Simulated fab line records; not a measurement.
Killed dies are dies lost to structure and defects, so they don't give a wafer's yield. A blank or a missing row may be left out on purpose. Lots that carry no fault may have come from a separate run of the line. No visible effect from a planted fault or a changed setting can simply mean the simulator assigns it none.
Problem report in the 8D (eight disciplines) form, filled by code    flow gf180mcu    the parts of the form that need people (team, actions taken, sign-off) are left out

1. WHAT WENT WRONG
GF_VT_IMPLANT_STRIP_42, oes product au: mean 0.868 a.u. on 3 wafers (1 lot); fault-free wafers 0.716 a.u., standard deviation 0.0044. Relative to the usual mean, that is a shift of +35 standard deviations.
The step: strips in O2/N2.
The first sign was on wafer L850.1 at day 9 05:28, on plasma asher-04. The record has a number at this step for 39 wafers belonging to 13 lots. By rule, "out" or "out of limits" means more than 4 standard deviations away from the usual mean. The rest of the wafers with a number are treated as sound.

2. WHAT IT IS; WHAT IT IS NOT
question                     is                      is not
which readings at this step  oes product au          drypump motor current A, heater power w
which lots                   L850                    L843, L844, L846, L847, L851, L857, L859, L860, L861, L862, L864, L865
which wafers of those lots   all that have a number  -
read on which tools          plasma asher-04         plasma asher-01, plasma asher-02
when                         from day 9 05:28        up to then (12 sound wafers); but 24 sound wafers of L851, L857, L859, L860, L861, L862, L864, L865 came after

3. SUSPECTS, AND WHAT RULES EACH OUT
Counting: a tool at a process step up to the reading stays a suspect if it ran every lot that is out and no sound lot after the first of them.
- plasma asher-04 at GF_VT_IMPLANT_STRIP_42 (strips in O2/N2): ruled out as a lasting fault. Sound lots L857, L860, L861, L865 ran on it after its first lot that is out, L850 (day 9 05:28).
Left after counting: nothing in the record.

4. THE CAUSE (what the simulator had put in)
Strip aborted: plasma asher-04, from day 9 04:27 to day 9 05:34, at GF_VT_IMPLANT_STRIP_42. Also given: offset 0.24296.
Counting ruled it out, wrongly.

5. SEQUENCE OF EFFECTS, ordered by route
Each row: a reading where the mean over the struck wafers with a number is more than 3 standard deviations away from the usual. Scope: only readings with a usual standard deviation given in the record; hours: median across lots of the time from each lot's start at the first step in this table that gives one to its start at this step; sigmas: change in usual standard deviations.
hours  step                    reading         usual       on struck wafers  change  sigmas
0      GF_VT_IMPLANT_STRIP_42  oes product au  0.716 a.u.  0.868             +0.152  +35
It contains these process steps:
- GF_VT_IMPLANT_STRIP_42: strips in O2/N2.
Readings that are blank on the struck wafers while sound wafers have them: strip time to endpoint s at GF_VT_IMPLANT_STRIP_42.
At these later measuring or inspecting steps, every struck wafer for which the step has a row has a number for every such reading, and none has moved that far: GF_VT_IMPLANT_TW_MEAS_43.

6. HOW IT WOULD HAVE BEEN CAUGHT EARLIER
In this record the first reading out of limits was taken at day 9 05:28, 1 hour after the fault began at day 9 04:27.
